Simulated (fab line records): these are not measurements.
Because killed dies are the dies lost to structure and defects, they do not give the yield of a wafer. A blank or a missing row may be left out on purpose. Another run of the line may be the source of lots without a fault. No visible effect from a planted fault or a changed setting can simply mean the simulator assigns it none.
A struck lot beside a sound one || flow gf180mcu || 14 out of 602 route steps
Sound: wafers L275.3, L275.4, L275.5. The struck wafers were L272.3, L272.4, L272.6. The cause is named last.
At each step with rows: each side's tool, then ch and its chambers, then its first start. Under that, the readings that differ: sound wafers || struck wafers || difference of the means || sigmas: that difference in standard deviations of wafers without a fault.
alike: words and numbers the same on both sides, and readings whose means are apart by under 2 such deviations; not compared: readings that were withheld, readings missing a value for some wafer, numbers with overlapping values and no deviation given by the record, and bounds like >300 which may hide the same value.
Wherever a step has rows on one side only, a row that says differs or no value, or a row with sigmas, the two part there. Numbers that have no deviation but don't overlap get no sigmas and don't part them. A reading missing from all wafers of one side parts the sides only when that side holds two or more wafers.

first, 1 step without rows for these wafers: GF_V2_CVD_00 (deposits SiO2, target thk 600 nm, time 100 s).
GF_V2_THK_MEAS_01:
  sound on film metro-02, day 24 10:58; struck on film metro-04, day 23 12:41
  alike: V2_CVD_00_THK
GF_V2_CVD_02: deposits SiO2 from TEOS, target thk 850 nm, time 94.851 s.
  sound on pecvd-04 ch 0,1,2, day 24 11:01; struck on pecvd-01 ch 0,1,2, day 23 12:44
  alike: heater power w
GF_V2_THK_MEAS_03:
  sound on film metro-04, day 24 11:06; struck on film metro-01, day 23 12:49
{"reading": "V2_CVD_02_THK (nm)", "sound": "830 841 842", "struck": "856 864 878", "difference": "+28", "sigmas": "+2"}
GF_V2_CMP_04: polishes SiO2.
  sound on cmp-01 ch 1,3, day 24 11:08; struck on cmp-01 ch 0,2, day 23 12:55
{"reading": "motor current A (A)", "sound": "14.6 12.6 14.4", "struck": "11.8 11.3 11.2", "difference": -2.4, "sigmas": -2}
{"reading": "time to endpoint s (s)", "sound": "72 73 78", "struck": "81 86 88", "difference": "+11", "sigmas": "+2"}
GF_V2_BOW_MEAS_05:
  sound on film metro-02, day 24 11:29; struck on film metro-01, day 23 13:14
  alike: V2_BOW
then, 6 steps without rows for these wafers: GF_V2_DEHYDRATE_06 (time 60 s); GF_V2_HMDS_07 (prime time 60 s); GF_V2_COAT_08; GF_V2_COAT_09 (resist thk 1000 nm); GF_V2_SOFTBAKE_10 (time 60 s); GF_V2_EXPOSE_11 (exposes mask Via2, target cd 260 nm).
GF_V2_PEB_12: peb time 90 s.
  struck on litho track-04, day 24 11:38; sound on litho track-01 ch 0, day 25 08:36
  no value came back on the struck wafers for chill plate temp C (C), exhaust pa (Pa); on the sound wafers chill plate temp C (C) reads 22.95 23.06 22.95
then, 1 step without rows for these wafers: GF_V2_DEVELOP_13 (develop time 60 s).

WHERE THEY PART
At GF_V2_THK_MEAS_03 first; at GF_V2_PEB_12 last (within this record only).

WHY: whatever the simulator had introduced
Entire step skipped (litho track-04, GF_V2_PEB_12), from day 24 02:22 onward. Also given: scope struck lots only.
